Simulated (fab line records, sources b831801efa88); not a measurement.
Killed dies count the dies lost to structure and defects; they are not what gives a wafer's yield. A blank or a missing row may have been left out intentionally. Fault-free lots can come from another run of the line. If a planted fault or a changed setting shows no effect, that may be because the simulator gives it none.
Which of the tools did it? :: flow gf180mcu :: 7 lots, 21 wafers sampled, at 2 steps of a route of 602

WHAT EACH GAUGE READ, for each wafer
GF_STI_THK_MEAS_30.
lot: L442
measured: day 2 23:55
on: film-metro-04
STI_OXIDATION_02_THK (nm): 10.19 10.19 10.22

lot: L444
measured: day 3 07:32
on: film-metro-03
STI_OXIDATION_02_THK (nm): 10.05 10.14 9.87

lot: L446
measured: day 3 18:52
on: film-metro-03
STI_OXIDATION_02_THK (nm): 10.23 10.44 10.07

lot: L448
measured: day 4 05:31
on: film-metro-03
STI_OXIDATION_02_THK (nm): 9.79 9.92 9.95

lot: L452
measured: day 5 01:44
on: film-metro-01
STI_OXIDATION_02_THK (nm): 9.87 10.07 10.03

lot: L455
measured: day 5 16:13
on: film-metro-04
STI_OXIDATION_02_THK (nm): 11.36 11.39 11.35

lot: L461
measured: day 7 00:51
on: film-metro-03
STI_OXIDATION_02_THK (nm): 9.97 10.02 10.03

WHICH TOOL RAN EACH LOT (tool, then ch and the chambers of the sampled wafers, then the start)
lot: L442
GF_STI_OXIDATION_29: furnace-02 ch 0, day 2 22:31

lot: L444
GF_STI_OXIDATION_29: furnace-02 ch 0, day 3 06:07

lot: L446
GF_STI_OXIDATION_29: furnace-02 ch 0, day 3 17:28

lot: L448
GF_STI_OXIDATION_29: furnace-01 ch 0, day 4 04:07

lot: L452
GF_STI_OXIDATION_29: furnace-01 ch 0, day 5 00:20

lot: L455
GF_STI_OXIDATION_29: furnace-02 ch 0, day 5 14:49

lot: L461
GF_STI_OXIDATION_29: furnace-01 ch 0, day 6 23:27
- GF_STI_OXIDATION_29: stabilise 600 s, purge 300 s, target thk 10 nm.

THE ANSWER, worked out from the rows above alone
Rule: the usual values come from the lots themselves. Put in order of their means at a reading, lots are off if they are a third of the lots or fewer, leave a main group of 4 or more, and stand apart from it by a gap of 3 or more times the standard deviation of the main group's means; of several such gaps the widest counts. A main group is skipped when, at the precision printed for the reading in the tables above, its means are all equal. Also off: a lot with no number at a reading for which 4 or more lots have one. Any other lot the step has rows for is counted as sound.
Off: at GF_STI_THK_MEAS_30 (STI_OXIDATION_02_THK), L455. The main group has a mean of 10.06 nm with a standard deviation of 0.13.
A tool fits if, at a process step before that reading, it ran every lot that is off, and no sound lot after the first of them. Gauges at GF_STI_THK_MEAS_30: tried the same way as those tools. 2 tools fit, furnace-02 at GF_STI_OXIDATION_29 and film-metro-04 at GF_STI_THK_MEAS_30, so this cannot tell which one it is.

WHAT HAD BEEN PUT IN BY THE SIMULATOR
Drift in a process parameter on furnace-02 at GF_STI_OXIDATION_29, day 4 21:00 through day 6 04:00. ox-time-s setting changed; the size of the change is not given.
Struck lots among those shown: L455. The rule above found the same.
